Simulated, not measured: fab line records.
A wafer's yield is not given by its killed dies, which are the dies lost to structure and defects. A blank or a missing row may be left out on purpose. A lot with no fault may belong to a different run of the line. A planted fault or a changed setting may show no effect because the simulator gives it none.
Matching of chambers	flow sky130	SKY_VIA1_ETCH_14 on rie-diel-02 has 4 sister chambers
The step etches BARC in N2/H2, stops on SiO2, time 45.9 s, target depth 60 nm. 4 wafers are shown with their chamber, then 9 later ones without.

## WAFERS PAIRED WITH THEIR CHAMBERS
wafer	chamber	drypump-motor-current-A (A)
L817.2	3	5.3
L819.3	0	6.5
L819.4	1	5.3
L819.6	2	5.5

## WAFERS MISSING THEIR CHAMBER
wafer	drypump-motor-current-A (A)
L821.1	5.2
L821.3	6.5
L821.6	5.2
L820.1	6.5
L820.3	5.2
L820.6	5.3
L827.1	6.5
L827.3	5.3
L827.5	5.3

## THE CHAMBER EACH PASSED THROUGH
wafer	from the rows above	in truth
L821.1	can't be placed: 1 or 3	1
L821.3	0	0
L821.6	can't be placed: 1 or 3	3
L820.1	0	0
L820.3	can't be placed: 1 or 3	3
L820.6	can't be placed: 1 or 3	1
L827.1	0	0
L827.3	can't be placed: 1 or 3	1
L827.5	can't be placed: 1 or 3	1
3 of 9 placed correctly. Can't be placed from these rows: 6 (the true chamber is among the candidates in 6). Wrongly placed: 0.
How it was worked out, from the rows above alone: a wafer's distance from a chamber is the root of the sum, over the readings, of the square of ((its reading less the chamber's mean) divided by the reading's scatter). The wafer belongs to the nearest chamber; if the next one is less than 2 further off, it can't be placed. The mean given for a chamber averages the wafers shown for that chamber. The scatter: with one shown wafer a chamber, the root of the mean of the squares of how far each hidden wafer lies from its nearest shown one.
